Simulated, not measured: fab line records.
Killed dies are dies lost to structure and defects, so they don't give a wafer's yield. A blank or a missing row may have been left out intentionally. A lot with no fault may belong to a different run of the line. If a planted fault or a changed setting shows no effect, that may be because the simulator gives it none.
One fault through the eyes of 2 desks | flow sky130 | only its own numbers are on each desk; what lay behind them is given at the end

AT THE METROLOGY DESK
Means of the sampled wafers that have a number, per lot and without regard to the tool the lot ran on: this is what the gauges read. Marked OUT: a lot whose mean sits more than 4 standard deviations from the usual mean, which makes it out of limits; the brackets give that distance.
Columns: A = POLY_GATE_CVD_00_THK at SKY_POLY_GATE_THK_MEAS_01, usual 180.0 nm; B = CAPM_CVD_00_THK at SKY_CAPM_THK_MEAS_01, usual 15.46 nm
lot  | first seen here | A     | B
L994 | day 14 00:34    | 182.9 | 15.51
L996 | day 14 12:22    | 179.8 | 15.47
L998 | day 15 03:23    | 181.6 | 15.54
L101 | day 16 17:16    | 178.5 | 15.56
L105 | day 17 21:59    | 180.5 | 18.97 (+16) OUT
L108 | day 19 03:55    | 182.7 | 15.58
L110 | day 19 14:04    | 181.6 | 15.66
L111 | day 20 07:48    | 183.8 | 15.10
L113 | day 20 23:54    | 176.1 | 15.59
L114 | day 21 05:52    | 180.1 | 15.57
L115 | day 21 07:05    | 179.7 | 15.48
This desk finds L105 out of limits, with the earliest case on L105 at day 39 21:33 (CAPM_CVD_00_THK at SKY_CAPM_THK_MEAS_01). L994, L996, L998, L101, L108, L110, L111, L113, L114, L115 stayed within limits.

AT THE TOOL OWNER'S DESK: pecvd-01
The tool's own readings at SKY_CAPM_CVD_00 (deposits SiO2, target thk 15.5 nm): means of the sampled wafers that have a number, for each lot that ran on this tool. Marked OUT: a lot whose mean sits more than 4 standard deviations from the usual mean, which makes it out of limits; the brackets give that distance.
Columns: A = heater-power-w at SKY_CAPM_CVD_00, usual 737 W
lot  | first seen here | A
L994 | day 36 10:49    | 787
L105 | day 39 21:31    | 713
This desk's finding: nothing out of limits on any of the 2 lots.

BROUGHT TOGETHER
L105 would have let the metrology desk raise an alarm at day 39 21:33.
The tool owner's desk saw nothing out of limits.
Tool owner's desk: L105 on record, inside its limits.
All the named lots went through SKY_CAPM_CVD_00 on pecvd-01.

WHAT HAD BEEN PUT IN BY THE SIMULATOR
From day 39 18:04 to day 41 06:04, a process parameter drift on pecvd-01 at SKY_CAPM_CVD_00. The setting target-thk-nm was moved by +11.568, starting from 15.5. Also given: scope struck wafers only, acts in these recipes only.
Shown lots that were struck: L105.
Hours from the fault's start to each desk's first reading out of limits: the metrology desk, 3.
